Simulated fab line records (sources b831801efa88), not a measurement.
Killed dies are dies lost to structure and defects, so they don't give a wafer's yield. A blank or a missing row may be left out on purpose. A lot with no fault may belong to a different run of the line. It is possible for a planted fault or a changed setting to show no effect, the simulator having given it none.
fab line records	flow sky130
record lots=14	wafers=42	lastDay=50
route steps=708 shown SD_N@354 LI_CONTACT@370 PAD_OPEN@708
lots with no fault: from the same line, run without faults
startH: the number of hours between the record's first day and the start of the first shown wafer of the lot	waitH: hours since the lot's step before	" as in the row above	L1.1+2: several wafers, shown together as one row	- either no value or no given start	* or withheld: withheld	< > ~ a bound
route shown NAME@n: NAME is a module with steps in the file, n the number in the route of the first one	usual: mean/standard deviation taken from wafers without a fault	same: alike in all rows	chamber/n: place in a boat	sites: per-site readings	_std_site: standard deviation of those values	_edge_site: mean of outer sites minus mean of inner sites	radiusMm: for every site, how far away it sits from the centre of the wafer	mask NAME#n: copy n	behind: the most recent tool/chamber to have shaped the wafer	hold: reason for holding the lot/hours on hold/outcome of the hold	device: transistor that didn't switch, given as n, p or np	end of line: the same wafers' tests at the end of the route	where a step has no rows: the recipe by itself	killed: not the wafer's yield, but the dies lost to structure and defects at the first sort	map: shows each die of a wafer: x if killed, . if not, _ if none is there
set.NAME: the setting as run; set.NAME@STEP: as run at that earlier step	model.NAME: the simulator's own value behind a step, which no gauge read
route steps across a sampled set of lots; one table per step, one row per wafer
services: the hour from which a tool's chamber was out of use, counted from the record's first day as startH (under 0 if before that day), plus the number of hours and why
## steps
# step SKY_SD_N_TW_MEAS_12
# usual SD_N_TW=4002/40
lot.wafer	tool	chamber	startH	waitH	SD_N_TW
L382.1	filmMetro-01	-	644.43	0.1	4002
L382.4	"	-	"	"	4003
L382.6	"	-	"	"	3995
L383.2	filmMetro-03	-	652.44	0.1	3950
L383.5	"	-	"	"	3942
L383.6	"	-	"	"	3934
L384.2	filmMetro-01	-	652.74	0.1	4012
L384.4	"	-	"	"	4002
L384.5	"	-	"	"	4008
L385.2	filmMetro-04	-	668.02	0.1	4008
L385.4	"	-	"	"	4010
L385.6	"	-	"	"	4007
L386.1	filmMetro-03	-	708.81	0.1	3935
L386.5	"	-	"	"	3950
L386.6	"	-	"	"	3962
L389.2	filmMetro-03	-	712.45	0.1	3984
L389.3	"	-	"	"	3967
L389.5	"	-	"	"	3960
L390.1	filmMetro-03	-	720.01	0.1	3927
L390.2	"	-	"	"	3943
L390.5	"	-	"	"	3933
L394.3	filmMetro-03	-	747.53	0.1	3933
L394.4	"	-	"	"	3932
L394.5	"	-	"	"	3961
L397.2	filmMetro-03	-	766.31	0.1	3967
L397.5	"	-	"	"	3959
L397.6	"	-	"	"	3965
L400.4	filmMetro-01	-	792.81	0.1	4039
L400.5	"	-	"	"	4042
L400.6	"	-	"	"	4041
L402.1	filmMetro-04	-	804.84	0.1	4042
L402.2	"	-	"	"	4030
L402.6	"	-	"	"	4047
L401.3	filmMetro-04	-	805.16	0.1	4054
L401.5	"	-	"	"	4033
L401.6	"	-	"	"	4053
L404.1	filmMetro-04	-	826.16	0.1	3990
L404.2	"	-	"	"	4012
L404.5	"	-	"	"	4010
L405.3	filmMetro-01	-	827.15	0.1	4015
L405.5	"	-	"	"	4049
L405.6	"	-	"	"	4000
# step SKY_SD_N_RS_MEAS_16
# recipe thkMeasGauge=four-point-probe
# usual SD_N_RS=68.54/0.11
lot.wafer	tool	chamber	startH	waitH	SD_N_RS[ohm/sq]
L382.1	filmMetro-03	-	644.72	0.1	68.50
L382.4	"	-	"	"	68.72
L382.6	"	-	"	"	68.63
L383.2	filmMetro-04	-	652.74	0.1	68.56
L383.5	"	-	"	"	68.48
L383.6	"	-	"	"	68.43
L384.2	filmMetro-03	-	653.04	0.1	68.54
L384.4	"	-	"	"	68.67
L384.5	"	-	"	"	68.70
L385.2	filmMetro-01	-	668.31	0.1	68.36
L385.4	"	-	"	"	68.64
L385.6	"	-	"	"	68.34
L386.1	filmMetro-04	-	709.09	0.1	68.50
L386.5	"	-	"	"	68.40
L386.6	"	-	"	"	68.41
L389.2	filmMetro-01	-	712.81	0.1	68.75
L389.3	"	-	"	"	68.61
L389.5	"	-	"	"	68.63
L390.1	filmMetro-04	-	720.34	0.1	68.60
L390.2	"	-	"	"	68.57
L390.5	"	-	"	"	68.67
L394.3	filmMetro-04	-	747.83	0.1	68.47
L394.4	"	-	"	"	68.55
L394.5	"	-	"	"	68.59
L397.2	filmMetro-01	-	766.61	0.1	68.54
L397.5	"	-	"	"	68.42
L397.6	"	-	"	"	68.39
L400.4	filmMetro-04	-	793.13	0.1	68.51
L400.5	"	-	"	"	68.56
L400.6	"	-	"	"	68.47
L402.1	filmMetro-01	-	805.13	0.1	68.48
L402.2	"	-	"	"	68.45
L402.6	"	-	"	"	68.47
L401.3	filmMetro-04	-	805.47	0.1	68.39
L401.5	"	-	"	"	68.34
L401.6	"	-	"	"	68.46
L404.1	filmMetro-01	-	826.50	0.1	68.57
L404.2	"	-	"	"	68.54
L404.5	"	-	"	"	68.74
L405.3	filmMetro-04	-	827.46	0.1	68.58
L405.5	"	-	"	"	68.65
L405.6	"	-	"	"	68.65
# step SKY_LI_CONTACT_SOFTBAKE_08
# recipe tempC=100	timeS=90	resist=KrF-thick
# usual heaterPowerTotalW=57.36/0.12	plateTempC=99.99/0.13
lot.wafer	tool	chamber	startH	waitH	heaterPowerTotalW	plateTempC
L382.1	lithoTrack-04	0	659	-	57.33	100.33
L382.4	"	0	"	"	57.32	99.94
L382.6	"	0	"	"	57.53	100.32
L383.2	lithoTrack-01	0	667	-	57.25	100.06
L383.5	"	0	"	"	57.43	99.92
L383.6	"	0	"	"	57.48	100.00
L384.2	lithoTrack-03	0	668	-	57.34	100.01
L384.4	"	0	"	"	57.45	100.23
L384.5	"	0	"	"	57.45	99.91
L385.2	lithoTrack-01	0	683	-	57.22	99.90
L385.4	"	0	"	"	57.20	99.90
L385.6	"	0	"	"	57.18	99.95
L386.1	lithoTrack-01	0	723	-	58.16	100.85
L386.5	"	0	724	-	58.24	101.01
L386.6	"	0	"	"	58.16	101.05
L389.2	lithoTrack-01	0	727	-	58.08	100.91
L389.3	"	0	"	"	58.28	101.04
L389.5	"	0	"	"	57.98	101.11
L390.1	lithoTrack-01	0	735	-	57.96	100.86
L390.2	"	0	"	"	58.17	100.90
L390.5	"	0	736	-	58.37	100.96
L394.3	lithoTrack-03	0	762	-	57.23	100.02
L394.4	"	0	"	"	57.24	99.98
L394.5	"	0	"	"	57.50	100.24
L397.2	lithoTrack-04	0	780	-	57.18	100.21
L397.5	"	0	"	"	57.21	99.85
L397.6	"	0	"	"	57.54	99.91
L400.4	lithoTrack-03	0	806	-	57.37	99.84
L400.5	"	0	"	"	57.27	99.92
L400.6	"	0	"	"	57.54	99.90
L402.1	lithoTrack-04	0	818	-	57.24	99.70
L402.2	"	0	"	"	57.27	100.00
L402.6	"	0	819	-	57.53	99.88
L401.3	lithoTrack-04	0	820	-	57.31	99.97
L401.5	"	0	"	"	57.31	99.64
L401.6	"	0	"	"	57.24	100.00
L404.1	lithoTrack-04	0	840	-	57.52	100.19
L404.2	"	0	"	"	57.40	100.08
L404.5	"	0	"	"	57.14	100.09
L405.3	lithoTrack-04	0	841	-	57.26	99.73
L405.5	"	0	"	"	57.16	99.84
L405.6	"	0	"	"	57.23	99.85
# step SKY_LI_CONTACT_CMP_24
# recipe stopOn=PSG	tOverpolishS=20	downForcePsi=3.5	platenRpm=60	targetThkNm=0	padVelocityMS=0.94248
# usual motorCurrentA=11.5/1.3	overpolishRunS=20.000/0.0087	timeToEndpointS=98/4.3
lot.wafer	tool	chamber	startH	waitH	motorCurrentA	overpolishRunS	timeToEndpointS
L382.1	cmp-02	2	674.97	0.1	12.0	19.990	103
L382.4	"	0	"	"	10.8	20.009	107
L382.6	"	1	"	"	10.6	20.008	99
L383.2	cmp-01	2	682.81	0.0	11.0	19.996	100
L383.5	"	2	"	"	11.2	19.987	101
L383.6	"	3	"	"	11.2	19.990	100
L384.4	cmp-02	1	683.16	0.0	10.5	20.001	99
L384.2	"	0	"	"	11.3	20.005	108
L384.5	"	1	"	"	10.8	19.990	101
L385.4	cmp-02	0	698.02	0.0	11.7	19.990	109
L385.2	"	2	"	"	11.5	20.010	101
L385.6	"	1	"	"	10.4	19.996	102
L386.1	cmp-02	3	739.00	0.1	8.4	19.995	94
L386.6	"	2	"	"	11.8	19.993	99
L386.5	"	3	"	"	8.6	20.005	90
L389.2	cmp-01	0	743.40	0.0	12.9	20.001	97
L389.3	"	3	"	"	10.7	19.999	95
L389.5	"	0	"	"	12.7	20.003	92
L390.1	cmp-01	0	750.00	0.1	13.5	20.002	98
L390.2	"	2	"	"	11.3	20.007	102
L390.5	"	3	"	"	10.0	19.991	96
L394.4	cmp-01	3	777.53	0.1	10.4	20.001	95
L394.3	"	2	"	"	11.6	20.019	95
L394.5	"	0	"	"	13.3	19.995	92
L397.2	cmp-01	2	794.66	0.1	11.6	20.001	97
L397.6	"	0	"	"	12.3	19.992	93
L397.5	"	1	"	"	12.6	20.003	98
L400.4	cmp-01	1	820.86	0.1	13.4	20.013	96
L400.6	"	3	"	"	11.0	19.992	95
L400.5	"	0	"	"	12.8	19.992	94
L402.1	cmp-01	2	833.40	0.1	11.9	20.011	92
L402.2	"	1	"	"	12.4	19.976	93
L402.6	"	2	"	"	11.7	19.992	97
L401.3	cmp-02	2	834.07	0.2	12.4	19.985	103
L401.6	"	3	"	"	8.4	20.015	94
L401.5	"	0	"	"	11.3	20.005	104
L404.2	cmp-01	1	854.72	0.1	12.5	20.008	99
L404.1	"	2	"	"	11.6	20.001	96
L404.5	"	0	"	"	12.6	19.990	93
L405.3	cmp-01	3	855.63	0.0	10.1	20.004	96
L405.6	"	3	"	"	10.0	20.013	90
L405.5	"	0	"	"	13.4	19.993	103
# step SKY_PAD_OPEN_PROBE_99
# usual killed_at_M0_to_M3=42/7.4	killed_at_M4_up=3.3/2.1	killedAtContacts=24/5.3	killedAtFrontEnd=15/4.5	killedAtOther=0.3/0.57	killedDies=84/10	killedOpen=46/7.5	killedShort=38/6.4
# same grossDies=492	killedAtBackSide=0
lot.wafer	tool	chamber	startH	waitH	killed_at_M0_to_M3	killed_at_M4_up	killedAtContacts	killedAtFrontEnd	killedAtOther	killedDies	killedOpen	killedShort
L382.1	prober-02	-	1070.48	0.1	36	2	17	13	1	69	28	40
L382.4	prober-02	-	1070.63	0.2	39	4	16	17	1	77	49	28
L382.6	prober-02	-	1070.73	0.2	41	3	25	11	1	81	39	39
L383.2	prober-01	-	1075.64	0.1	39	1	28	12	0	80	49	31
L383.5	prober-01	-	1075.79	0.2	50	9	30	19	0	108	59	48
L383.6	prober-01	-	1075.84	0.2	43	3	25	14	0	85	53	32
L384.2	prober-02	-	1080.25	0.1	38	2	24	17	0	81	42	39
L384.4	prober-02	-	1080.35	0.2	45	4	16	15	0	80	38	42
L384.5	prober-02	-	1080.40	0.2	43	2	35	15	0	95	52	43
L385.2	prober-01	-	1091.30	0.1	45	0	26	18	1	90	48	42
L385.4	prober-01	-	1091.40	0.2	46	5	20	15	0	86	44	40
L385.6	prober-01	-	1091.50	0.2	55	5	20	15	0	95	59	36
L386.1	prober-02	-	1119.09	0.1	27	1	28	24	1	81	40	40
L386.5	prober-02	-	1119.29	0.2	34	5	14	15	2	70	37	31
L386.6	prober-02	-	1119.34	0.2	46	3	27	15	1	92	48	44
L389.2	prober-01	-	1123.70	0.1	50	5	28	17	0	100	55	45
L389.3	prober-01	-	1123.75	0.2	40	4	26	15	0	85	51	34
L389.5	prober-01	-	1123.85	0.2	57	3	19	16	0	95	51	44
L390.1	prober-01	-	1129.93	0.1	45	6	38	19	0	108	53	55
L390.2	prober-01	-	1129.98	0.1	40	9	20	12	0	81	41	40
L390.5	prober-01	-	1130.13	0.2	39	2	23	11	0	75	44	31
L394.3	prober-02	-	1147.51	0.2	51	3	27	15	0	96	54	42
L394.4	prober-02	-	1147.56	0.2	51	0	24	18	0	93	47	46
L394.5	prober-02	-	1147.61	0.2	68	1	27	11	0	107	60	47
L397.2	prober-02	-	1160.46	0.1	41	2	16	10	0	69	34	35
L397.5	prober-02	-	1160.61	0.2	48	6	25	9	0	88	54	34
L397.6	prober-02	-	1160.66	0.2	47	3	25	12	0	87	46	41
L400.4	prober-01	-	1174.71	0.2	47	4	27	9	1	88	55	32
L400.5	prober-01	-	1174.76	0.2	37	2	16	13	3	71	34	35
L400.6	prober-01	-	1174.81	0.2	44	1	24	15	1	85	45	39
L402.1	prober-01	-	1183.78	0.1	41	2	22	11	0	76	35	41
L402.2	prober-01	-	1183.83	0.1	51	3	31	10	2	97	49	48
L402.6	prober-01	-	1184.03	0.2	39	3	23	16	0	81	38	43
L401.3	prober-01	-	1185.76	0.2	50	1	23	15	0	89	49	40
L401.5	prober-01	-	1185.86	0.2	34	2	15	18	0	69	32	37
L401.6	prober-01	-	1185.91	0.2	37	3	18	17	0	75	43	32
L404.1	prober-01	-	1196.08	0.1	38	1	22	16	0	77	47	30
L404.2	prober-01	-	1196.13	0.1	37	3	22	12	0	74	38	36
L404.5	prober-01	-	1196.28	0.2	43	3	39	15	1	101	55	46
L405.3	prober-02	-	1199.15	0.2	23	6	19	16	0	64	35	29
L405.5	prober-02	-	1199.25	0.2	45	6	23	15	0	89	44	45
L405.6	prober-02	-	1199.30	0.2	59	1	33	19	0	112	71	41
# killed by level:class
L382.1 VIA1:geometricParticle:short=8 CONTACT:geometricParticle:short=6 FIELD_ISO:geometricParticle:short=5 VIA2:geometricParticle:open=5 VIA1:geometricParticle:open=5 METAL3:geometricParticle:short=4 LI_CONTACT:geometricParticle:open=3 LOCAL_INTERCONNECT:geometricParticle:short=3
L382.4 VIA3:geometricParticle:open=9 VIA1:geometricParticle:open=8 LI_CONTACT:geometricParticle:open=7 VIA2:geometricParticle:open=7 FIELD_ISO:geometricParticle:open=6 CONTACT:geometricParticle:open=4 POLY_GATE:geometricParticle:open=4 LOCAL_INTERCONNECT:geometricParticle:short=4
L382.6 CONTACT:geometricParticle:open=7 CONTACT:geometricParticle:short=7 METAL1:geometricParticle:short=7 LI_CONTACT:geometricParticle:open=6 VIA1:geometricParticle:open=6 VIA2:geometricParticle:open=6 VIA3:geometricParticle:open=5 METAL2:geometricParticle:short=5
L383.2 VIA1:geometricParticle:open=13 CONTACT:geometricParticle:open=11 LOCAL_INTERCONNECT:geometricParticle:short=6 VIA2:geometricParticle:open=6 METAL2:geometricParticle:short=5 FIELD_ISO:geometricParticle:open=4 VIA3:geometricParticle:open=4 FIELD_ISO:geometricParticle:short=3
L383.5 CONTACT:geometricParticle:open=11 VIA3:geometricParticle:open=11 LI_CONTACT:geometricParticle:open=10 METAL2:geometricParticle:short=9 VIA1:geometricParticle:open=6 VIA2:geometricParticle:open=6 VIA3:geometricParticle:short=6 LOCAL_INTERCONNECT:geometricParticle:short=5
L383.6 VIA1:geometricParticle:open=11 LI_CONTACT:geometricParticle:open=10 VIA3:geometricParticle:open=6 CONTACT:geometricParticle:open=6 FIELD_ISO:geometricParticle:open=5 METAL1:geometricParticle:short=5 METAL2:geometricParticle:short=5 LOCAL_INTERCONNECT:geometricParticle:short=4
L384.2 VIA1:geometricParticle:open=12 METAL1:geometricParticle:short=8 CONTACT:geometricParticle:short=7 VIA2:geometricParticle:open=6 POLY_GATE:geometricParticle:open=5 LI_CONTACT:geometricParticle:open=5 LOCAL_INTERCONNECT:geometricParticle:short=5 CONTACT:geometricParticle:open=5
L384.4 VIA1:geometricParticle:open=13 METAL3:geometricParticle:short=6 VIA3:geometricParticle:open=6 CONTACT:geometricParticle:open=5 METAL1:geometricParticle:short=5 POLY_GATE:geometricParticle:short=4 LI_CONTACT:geometricParticle:open=4 VIA2:geometricParticle:open=4
L384.5 CONTACT:geometricParticle:open=11 VIA2:geometricParticle:open=9 LI_CONTACT:geometricParticle:open=8 CONTACT:geometricParticle:short=6 VIA1:geometricParticle:open=6 FIELD_ISO:geometricParticle:open=5 LI_CONTACT:geometricParticle:short=5 VIA3:geometricParticle:open=5
L385.2 VIA2:geometricParticle:open=12 VIA1:geometricParticle:open=9 CONTACT:geometricParticle:open=9 CONTACT:geometricParticle:short=7 METAL2:geometricParticle:short=6 LOCAL_INTERCONNECT:geometricParticle:short=5 FIELD_ISO:geometricParticle:open=4 POLY_GATE:geometricParticle:short=4
L385.4 VIA1:geometricParticle:open=12 VIA2:geometricParticle:open=6 CONTACT:geometricParticle:open=5 LI_CONTACT:geometricParticle:short=4 LOCAL_INTERCONNECT:geometricParticle:short=4 METAL1:geometricParticle:open=4 CONTACT:geometricParticle:short=4 METAL1:geometricParticle:short=4
L385.6 VIA1:geometricParticle:open=15 VIA2:geometricParticle:open=10 CONTACT:geometricParticle:open=8 METAL2:geometricParticle:short=6 LI_CONTACT:geometricParticle:open=5 VIA1:geometricParticle:short=5 VIA3:geometricParticle:open=5 VIA3:geometricParticle:short=4
L386.1 FIELD_ISO:geometricParticle:open=9 LI_CONTACT:geometricParticle:open=8 FIELD_ISO:geometricParticle:short=7 CONTACT:geometricParticle:open=7 VIA2:geometricParticle:open=7 CONTACT:geometricParticle:short=6 POLY_GATE:geometricParticle:short=5 LI_CONTACT:geometricParticle:short=4
L386.5 LI_CONTACT:geometricParticle:open=9 METAL1:geometricParticle:short=8 VIA1:geometricParticle:open=8 METAL4:geometricParticle:short=4 VIA3:geometricParticle:short=4 VIA2:geometricParticle:open=4 FIELD_ISO:geometricParticle:open=3 POLY_GATE:geometricParticle:short=3
L386.6 CONTACT:geometricParticle:open=13 VIA1:geometricParticle:open=8 METAL1:geometricParticle:short=7 METAL2:geometricParticle:short=6 LI_CONTACT:geometricParticle:open=5 VIA3:geometricParticle:short=5 LOCAL_INTERCONNECT:geometricParticle:short=4 VIA1:geometricParticle:short=4
L389.2 VIA1:geometricParticle:open=16 METAL2:geometricParticle:short=10 CONTACT:geometricParticle:open=10 LI_CONTACT:geometricParticle:open=9 METAL1:geometricParticle:short=5 METAL4:geometricParticle:short=5 POLY_GATE:geometricParticle:open=4 POLY_GATE:geometricParticle:short=4
L389.3 VIA2:geometricParticle:open=9 CONTACT:geometricParticle:open=8 LI_CONTACT:geometricParticle:open=6 VIA3:geometricParticle:open=6 METAL1:geometricParticle:short=6 FIELD_ISO:geometricParticle:open=5 CONTACT:geometricParticle:short=4 LOCAL_INTERCONNECT:geometricParticle:short=4
L389.5 VIA1:geometricParticle:open=14 VIA2:geometricParticle:open=12 CONTACT:geometricParticle:open=7 VIA3:geometricParticle:open=6 FIELD_ISO:geometricParticle:open=5 LOCAL_INTERCONNECT:geometricParticle:short=5 METAL3:geometricParticle:short=5 VIA1:geometricParticle:short=4
L390.1 CONTACT:geometricParticle:open=17 VIA1:geometricParticle:open=11 METAL1:geometricParticle:short=10 CONTACT:geometricParticle:short=7 FIELD_ISO:geometricParticle:short=6 LOCAL_INTERCONNECT:geometricParticle:short=6 LI_CONTACT:geometricParticle:open=5 POLY_GATE:geometricParticle:short=4
L390.2 VIA1:geometricParticle:open=9 CONTACT:geometricParticle:open=9 METAL4:geometricParticle:short=6 VIA3:geometricParticle:open=6 FIELD_ISO:geometricParticle:short=5 METAL2:geometricParticle:short=5 VIA1:geometricParticle:short=5 LI_CONTACT:geometricParticle:open=4
L390.5 VIA1:geometricParticle:open=11 CONTACT:geometricParticle:open=9 VIA3:geometricParticle:open=8 LI_CONTACT:geometricParticle:open=6 CONTACT:geometricParticle:short=4 VIA2:geometricParticle:open=4 VIA1:geometricParticle:short=4 METAL3:geometricParticle:short=4
L394.3 CONTACT:geometricParticle:open=10 VIA1:geometricParticle:open=9 VIA3:geometricParticle:open=7 METAL1:geometricParticle:short=7 LI_CONTACT:geometricParticle:open=6 VIA2:geometricParticle:open=6 METAL2:geometricParticle:short=6 CONTACT:geometricParticle:short=5
L394.4 VIA1:geometricParticle:open=12 METAL1:geometricParticle:short=10 FIELD_ISO:geometricParticle:open=8 LI_CONTACT:geometricParticle:short=7 VIA2:geometricParticle:open=7 VIA3:geometricParticle:open=4 LI_CONTACT:geometricParticle:open=4 CONTACT:geometricParticle:short=4
L394.5 VIA1:geometricParticle:open=17 METAL1:geometricParticle:short=11 LI_CONTACT:geometricParticle:open=10 VIA2:geometricParticle:open=8 CONTACT:geometricParticle:open=7 VIA1:geometricParticle:short=6 LOCAL_INTERCONNECT:geometricParticle:short=6 METAL2:geometricParticle:short=6
L397.2 VIA1:geometricParticle:open=12 VIA2:geometricParticle:open=7 METAL1:geometricParticle:short=5 FIELD_ISO:geometricParticle:short=4 CONTACT:geometricParticle:open=4 VIA3:geometricParticle:open=4 VIA1:geometricParticle:short=4 LI_CONTACT:geometricParticle:short=3
L397.5 VIA1:geometricParticle:open=14 CONTACT:geometricParticle:open=9 VIA3:geometricParticle:open=8 VIA1:geometricParticle:short=7 CONTACT:geometricParticle:short=5 METAL2:geometricParticle:short=5 VIA2:geometricParticle:open=5 POLY_GATE:geometricParticle:open=4
L397.6 VIA1:geometricParticle:open=14 CONTACT:geometricParticle:open=11 VIA3:geometricParticle:short=6 VIA1:geometricParticle:short=5 CONTACT:geometricParticle:short=5 METAL3:geometricParticle:short=5 LI_CONTACT:geometricParticle:short=4 LI_CONTACT:geometricParticle:open=4
L400.4 VIA1:geometricParticle:open=12 LI_CONTACT:geometricParticle:open=11 CONTACT:geometricParticle:open=10 VIA1:geometricParticle:short=10 VIA3:geometricParticle:open=9 CONTACT:geometricParticle:short=4 METAL1:geometricParticle:short=4 VIA2:geometricParticle:short=3
L400.5 CONTACT:geometricParticle:open=9 VIA1:geometricParticle:open=6 VIA1:geometricParticle:short=5 CONTACT:geometricParticle:short=5 VIA2:geometricParticle:open=5 METAL1:geometricParticle:short=4 METAL3:geometricParticle:short=4 FIELD_ISO:geometricParticle:short=3
L400.6 VIA1:geometricParticle:open=8 VIA3:geometricParticle:open=8 POLY_GATE:geometricParticle:short=7 METAL2:geometricParticle:short=7 VIA2:geometricParticle:open=7 CONTACT:geometricParticle:short=6 CONTACT:geometricParticle:open=6 LI_CONTACT:geometricParticle:open=4
L402.1 CONTACT:geometricParticle:open=9 METAL2:geometricParticle:short=7 CONTACT:geometricParticle:short=6 VIA1:geometricParticle:open=6 VIA3:geometricParticle:open=6 METAL3:geometricParticle:short=6 FIELD_ISO:geometricParticle:short=5 LI_CONTACT:geometricParticle:open=5
L402.2 CONTACT:geometricParticle:open=11 VIA3:geometricParticle:open=9 VIA1:geometricParticle:open=8 METAL3:geometricParticle:short=8 LI_CONTACT:geometricParticle:open=7 LOCAL_INTERCONNECT:geometricParticle:short=6 CONTACT:geometricParticle:short=5 METAL1:geometricParticle:short=5
L402.6 LI_CONTACT:geometricParticle:open=7 FIELD_ISO:geometricParticle:open=6 VIA1:geometricParticle:open=6 METAL3:geometricParticle:short=6 CONTACT:geometricParticle:open=5 CONTACT:geometricParticle:short=5 VIA1:geometricParticle:short=5 METAL2:geometricParticle:short=5
L401.3 VIA1:geometricParticle:open=14 VIA2:geometricParticle:open=7 FIELD_ISO:geometricParticle:open=6 LI_CONTACT:geometricParticle:open=6 CONTACT:geometricParticle:open=6 METAL1:geometricParticle:short=6 VIA2:geometricParticle:short=6 METAL2:geometricParticle:short=5
L401.5 VIA1:geometricParticle:short=8 VIA1:geometricParticle:open=6 FIELD_ISO:geometricParticle:short=5 VIA3:geometricParticle:open=4 POLY_GATE:geometricParticle:short=4 CONTACT:geometricParticle:open=4 VIA2:geometricParticle:open=4 FIELD_ISO:geometricParticle:open=3
L401.6 VIA1:geometricParticle:open=12 CONTACT:geometricParticle:open=7 METAL3:geometricParticle:short=5 POLY_GATE:geometricParticle:open=5 VIA2:geometricParticle:open=5 LI_CONTACT:geometricParticle:open=4 METAL1:geometricParticle:short=4 VIA2:geometricParticle:short=4
L404.1 VIA1:geometricParticle:open=16 CONTACT:geometricParticle:open=10 FIELD_ISO:geometricParticle:short=5 VIA2:geometricParticle:open=5 LI_CONTACT:geometricParticle:open=4 VIA3:geometricParticle:open=4 FIELD_ISO:geometricParticle:open=3 POLY_GATE:geometricParticle:short=3
L404.2 VIA1:geometricParticle:open=10 CONTACT:geometricParticle:open=7 FIELD_ISO:geometricParticle:short=6 METAL2:geometricParticle:short=6 CONTACT:geometricParticle:short=5 LI_CONTACT:geometricParticle:open=4 VIA3:geometricParticle:open=4 VIA2:geometricParticle:open=4
L404.5 CONTACT:geometricParticle:open=15 VIA1:geometricParticle:open=13 LI_CONTACT:geometricParticle:open=9 POLY_GATE:geometricParticle:short=7 VIA1:geometricParticle:short=7 METAL1:geometricParticle:short=6 LOCAL_INTERCONNECT:geometricParticle:short=5 CONTACT:geometricParticle:short=5
L405.3 VIA2:geometricParticle:open=8 CONTACT:geometricParticle:open=7 POLY_GATE:geometricParticle:short=5 LI_CONTACT:geometricParticle:open=5 FIELD_ISO:geometricParticle:open=4 CONTACT:geometricParticle:short=4 VIA1:geometricParticle:open=4 METAL4:geometricParticle:short=4
L405.5 CONTACT:geometricParticle:open=9 METAL1:geometricParticle:short=7 VIA1:geometricParticle:short=7 POLY_GATE:geometricParticle:short=6 LI_CONTACT:geometricParticle:open=6 VIA1:geometricParticle:open=6 VIA2:geometricParticle:open=6 FIELD_ISO:geometricParticle:short=5
L405.6 CONTACT:geometricParticle:open=14 VIA2:geometricParticle:open=13 LI_CONTACT:geometricParticle:open=10 VIA1:geometricParticle:open=10 VIA3:geometricParticle:open=10 VIA1:geometricParticle:short=6 POLY_GATE:geometricParticle:short=5 SONOS_ONO:geometricParticle:short=4
## services
tool	chamber	startH	hours	kind
cmp-01	-	645.15	2.1	repair
cmp-01	-	661.57	4.1	repair
cmp-01	-	674.26	1.4	repair
cmp-02	-	684.47	1.3	repair
cmp-02	-	726.45	4.4	repair
lithoTrack-03	-	736.50	-	consumableReplace:filter
cmp-01	-	748.80	0.8	repair
cmp-02	-	752.98	2.5	repair
cmp-02	-	755.43	4.0	pm
cmp-02	-	759.43	-	consumableReplace:conditioner
cmp-02	-	759.43	-	consumableReplace:pad
cmp-02	-	768.79	0.3	repair
cmp-01	-	795.94	4.1	pm
cmp-02	-	804.61	3.9	pm
cmp-01	-	810.89	1.0	repair
## key
firstSign step=SKY_LI_CONTACT_SOFTBAKE_08	reading=plateTempC	direction=up	sigmas=7.3	usual=*	struck=*
effect step=SKY_LI_CONTACT_SOFTBAKE_08	reading=heaterPowerTotalW	direction=up	sigmas=6.4	usual=*	struck=*
metAt SKY_LI_CONTACT_SOFTBAKE_08
struckLots L386,L389,L390
testerLeftOut L386,L389,L390
notActingAt SKY_SD_N_TW_MEAS_12,SKY_SD_N_RS_MEAS_16,SKY_LI_CONTACT_CMP_24
onsetBetween 683 723
fault kind=processParameterDrift	tool=lithoTrack-01	chamber=-	onsetH=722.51	steps=SKY_LI_CONTACT_SOFTBAKE_08	channel=tempC	offset=*	shape=step	endH=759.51	actsIn=*	stated=*
# testerLeftOut: of these lots the tester's yield and bins aren't shown, on N5 and GAA mostly nor the transistor test; their killed dies are dies lost to structure and defects alone, not to doping, threshold or leakage, so they don't give the yield
